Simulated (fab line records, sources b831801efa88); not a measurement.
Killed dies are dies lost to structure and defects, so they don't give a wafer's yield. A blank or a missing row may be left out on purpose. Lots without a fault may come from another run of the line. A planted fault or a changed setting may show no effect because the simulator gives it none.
Which tool did it? | flow gf180mcu | 13 lots, 39 wafers sampled, at 2 steps of a route of 602

WHAT THE GAUGES READ, wafer by wafer
GF_VT_IMPLANT_OVL_MEAS_40. Usual: VT_IMPLANT_03_OVL -0.4 nm, standard deviation 1.5.
lot  | measured     | on         | VT_IMPLANT_03_OVL (nm) | flag
L763 | day 7 15:31  | overlay-01 | 1.1 1.8 0.2            |
L764 | day 7 19:45  | overlay-02 | -2.1 -0.7 -1.9         |
L766 | day 8 07:58  | overlay-02 | 0.8 -0.8 0.2           |
L767 | day 8 17:27  | overlay-02 | -0.2 -0.8 -1.6         |
L770 | day 9 16:55  | overlay-01 | 0.6 0.3 -0.1           |
L772 | day 10 02:13 | overlay-02 | 218.7 219.7 218.0      | OFF
L774 | day 10 19:48 | overlay-01 | 217.6 216.7 216.0      | OFF
L777 | day 11 09:40 | overlay-01 | 216.3 218.4 217.3      | OFF
L780 | day 12 09:49 | overlay-02 | 0.5 3.5 0.8            |
L782 | day 12 20:24 | overlay-01 | -0.2 0.4 -0.1          |
L784 | day 13 14:01 | overlay-02 | -0.9 -1.1 -2.8         |
L785 | day 13 20:19 | overlay-01 | 1.5 1.1 0.6            |
L786 | day 13 23:12 | overlay-01 | 1.0 1.4 1.4            |

WHICH TOOL RAN EACH LOT (tool, then ch and the chambers of the sampled wafers, then the start)
lot  | GF_VT_IMPLANT_EXPOSE_37
L763 | iline_stepper-02 ch 0, day 7 07:47
L764 | iline_stepper-02 ch 0, day 7 12:19
L766 | iline_stepper-01 ch 0, day 8 00:26
L767 | iline_stepper-02 ch 0, day 8 10:08
L770 | iline_stepper-01 ch 0, day 9 08:13
L772 | iline_stepper-02 ch 0, day 9 18:05
L774 | iline_stepper-02 ch 0, day 10 10:17
L777 | iline_stepper-02 ch 0, day 11 00:51
L780 | iline_stepper-01 ch 0, day 12 00:35
L782 | iline_stepper-01 ch 0, day 12 11:01
L784 | iline_stepper-01 ch 0, day 13 04:06
L785 | iline_stepper-01 ch 0, day 13 10:32
L786 | iline_stepper-01 ch 0, day 13 13:25
- GF_VT_IMPLANT_EXPOSE_37: exposes mask Nwell HV AREA, target cd 860 nm.

WHAT THE TOOLS THEMSELVES READ (means of the sampled wafers that have a number; where no wafer has one, the mark that the record gives instead)
The record holds no such reading with a usual standard deviation.

THE ANSWER, worked out from the rows above alone
Rule: a lot is off if the mean of its wafers that have a number lies more than 3 standard deviations from the usual mean. A lot without any number at a reading at which 4 lots or more have one is off too. The other lots that the step has rows for count as sound. The gauges are gone through in route order, then the tools' own readings, and for those a lot's mean is taken as printed above. The first step at which some lot is off is used, and at that step the reading that is off furthest; a lot without a number counts as furthest.
Off: L772, L774, L777, at GF_VT_IMPLANT_OVL_MEAS_40 (VT_IMPLANT_03_OVL).
A tool fits if, at a process step before that reading, it ran every lot that is off, and no sound lot after the first of them. The gauges at GF_VT_IMPLANT_OVL_MEAS_40 are tried like those tools. One fits: iline_stepper-02 at GF_VT_IMPLANT_EXPOSE_37. Its last sound lot is L767 (day 8 10:08), its first lot that is off L772 (day 9 18:05): a fault that began between those two fits.

WHAT THE SIMULATOR HAD PUT IN
Scanner matching overlay: iline_stepper-02, from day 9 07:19 on, at GF_VT_IMPLANT_EXPOSE_37. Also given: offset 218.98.
Lots struck among those shown: L772, L774, L777. The rule above found the same.
